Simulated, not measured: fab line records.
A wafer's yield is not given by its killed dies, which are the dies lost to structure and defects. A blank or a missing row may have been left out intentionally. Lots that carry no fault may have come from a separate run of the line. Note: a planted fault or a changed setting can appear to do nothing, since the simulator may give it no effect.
Problem report, 8D (eight disciplines) form, completed by code -- flow gf180mcu -- the parts of the form that need people (team, actions taken, sign-off) are left out

== 1. WHAT IS WRONG ==
PASSIVATION_CVD_00_THK at GF_PASSIVATION_THK_MEAS_01 reads a mean of 732 nm on 1 wafer of 1 lot; wafers without a fault read 1000 nm with a standard deviation of 12. Measured from the usual mean, that is -22 standard deviations.
Seen first at day 30 16:13 on filmMetro-04, wafer L122.1. The record holds 33 wafers of 11 lots with a number at this step. Rule for "out", or "out of limits": more than 4 standard deviations from the usual mean. The other wafers with a number count as sound.

== 2. WHAT IT IS; WHAT IT IS NOT ==
question,is,is not
which readings at this step,PASSIVATION_CVD_00_THK,-
which lots,L122,"L114, L115, L120, L131, L132, L133, L134, L135, L136, L137"
which wafers of those lots,L122.1,"L122.3, L122.6"
read on which gauges,filmMetro-04,"filmMetro-01, filmMetro-02"
when,from day 30 16:13,"up to then (11 sound wafers); but 21 sound wafers of L131, L132, L133, L134, L135, L136, L137 came after"

== 3. THE SUSPECTS, EACH WITH WHAT RULES IT OUT ==
Counting: any tool at a process step up to the reading remains a suspect provided it ran every lot that is out. Sound lots after the first of them don't rule it out here, since some wafers of a struck lot are sound.
- the gauge at GF_PASSIVATION_THK_MEAS_01: ruled out. All the wafers that are out were read on filmMetro-04, but those of them that GF_PASSIVATION_ETCH_11 has rows for are out there too, on other tools.
- rieDiel-04 at GF_V5_ETCH_16 (etches BARC in N2/H2): kept. L122, the lot that is out, went through it at day 29 18:56; up to then, the latest sound lot through it was L120 at day 29 05:41.
- pvdSputter-03 at GF_TOP_METAL_SPUTTER_03 (material Ti, target thk 5 nm, time 3.3 s): kept. L122, the lot that is out, went through it at day 29 20:50; up to then, the latest sound lot through it was L120 at day 29 07:22.
- pecvd-01 at GF_PASSIVATION_CVD_00 (deposits SiO2 from TEOS, target thk 1000 nm, time 111.95 s): kept. L122, the lot that is out, went through it at day 30 16:08; up to then, the latest sound lot through it was L114 at day 28 02:48.
- Within pecvd-01 at GF_PASSIVATION_CVD_00: the wafers that are out ran in chamber 1; their sound lot-mates ran in chamber 0.
Still standing after the count: rieDiel-04 at GF_V5_ETCH_16, pvdSputter-03 at GF_TOP_METAL_SPUTTER_03, pecvd-01 at GF_PASSIVATION_CVD_00.

== 4. THE CAUSE (what the simulator had put in) ==
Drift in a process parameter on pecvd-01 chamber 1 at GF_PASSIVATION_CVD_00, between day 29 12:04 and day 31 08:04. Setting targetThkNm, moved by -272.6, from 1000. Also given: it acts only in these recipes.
3 suspects survive the count, and this tool is in that group.

== 5. THE CHAIN OF EFFECTS, in route order ==
Each row: a reading whose mean over the struck wafers that have a number lies more than 3 standard deviations from the usual. Scope: only readings with a usual standard deviation given in the record; hours: median across lots of the time from each lot's start at the first step in this table that gives one to its start at this step; sigmas: change in usual standard deviations.
hours,step,reading,usual,on struck wafers,change,sigmas
0,GF_PASSIVATION_THK_MEAS_01,PASSIVATION_CVD_00_THK,1000 nm,732,-268,-22
18,GF_PASSIVATION_ETCH_11,oesProductAu,0.964 a.u.,0.871,-0.093,-12
The process steps in it:
- GF_PASSIVATION_ETCH_11: etches the open film in CF4/O2, stops on TiN, target depth 1800 nm, time 400 s.
Later steps that measure or inspect, where all struck wafers having a row at the step show a number for every such reading and not one has moved that far: GF_PASSIVATION_THK_MEAS_03.

== 6. HOW IT WOULD HAVE BEEN CAUGHT EARLIER ==
In this record the first reading out of limits at a measuring or inspecting step was taken at day 30 16:13, 28 hours after the fault began at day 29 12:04.
Of the tool readings at GF_PASSIVATION_CVD_00 for which the record gives a usual standard deviation, none was out on any struck wafer, so an alarm limit of 4 standard deviations on them would not have fired.
By day 30 16:13, every lot that is out (1) had started GF_PASSIVATION_CVD_00 on pecvd-01. Had the tool been put on hold then, not one of them would have been saved.
